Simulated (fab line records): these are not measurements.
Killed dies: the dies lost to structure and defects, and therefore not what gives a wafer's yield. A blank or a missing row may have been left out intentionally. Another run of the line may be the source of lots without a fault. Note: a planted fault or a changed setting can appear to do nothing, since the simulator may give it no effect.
Code-filled problem report in 8D (eight disciplines) form | flow gf180mcu | the parts of the form that need people (team, actions taken, sign-off) are left out

== 1. THE PROBLEM ==
Mean of developer_temp_C at GF_SAB_DEVELOP_08: 23.68 C across 6 wafers in 2 lots; on wafers with no fault it is 23.00 C (standard deviation 0.11). That is +6.2 standard deviations from the usual mean.
The step: develop time 60 s.
Earliest sighting: wafer L150.3 on litho_track-01 at day 19 06:50. At this step, 42 wafers from 14 lots have a number in the record. Rule for "out" (also "out of limits"): further than 4 standard deviations from the usual mean. Any other wafer with a number is counted as sound.

== 2. WHAT THIS IS AND IS NOT ==
question                    | is                     | is not
which readings at this step | developer_temp_C       | -
which lots                  | L150, L152             | L139, L140, L141, L142, L147, L153, L155, L156, L159, L160, L161, L162
which wafers of those lots  | all that have a number | -
read on which tools         | litho_track-01         | litho_track-03, litho_track-04
when                        | from day 19 06:50      | up to then (15 sound wafers); but 21 sound wafers of L153, L155, L156, L159, L160, L161, L162 came after

== 3. THE SUSPECTS, EACH WITH WHAT RULES IT OUT ==
Counting: a tool at any process step up to the reading remains a suspect when it ran all the lots that are out and ran no sound lot after the first of those.
- litho_track-01 at GF_SAB_DEVELOP_08 (develop time 60 s): ruled out as a lasting fault. Sound lots L160, L161, L162 ran on it after its first lot that is out, L150 (day 19 06:50).
Left after counting: nothing in the record.

== 4. THE CAUSE (what the simulator had put in) ==
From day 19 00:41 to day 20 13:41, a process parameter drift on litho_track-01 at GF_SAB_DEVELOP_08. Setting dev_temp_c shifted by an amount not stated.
Counting ruled it out, wrongly.

== 5. THE CHAIN OF EFFECTS, in route order ==
Each row: a reading where the mean over the struck wafers with a number is more than 3 standard deviations away from the usual. Only readings whose record carries a usual standard deviation are examined. hours: median over the lots of the time between each lot's start at the first step of this table that gives one and its start at this step. sigmas: the change, counted in usual standard deviations.
hours | step              | reading          | usual   | on struck wafers | change | sigmas
0     | GF_SAB_DEVELOP_08 | developer_temp_C | 23.00 C | 23.68            | +0.68  | +6.2
Here are the process steps it includes:
- GF_SAB_DEVELOP_08: develop time 60 s.

== 6. HOW IT WOULD HAVE BEEN CAUGHT EARLIER ==
The fault began at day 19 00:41; the first out-of-limits reading in this record came at day 19 06:50, 6 hours later.
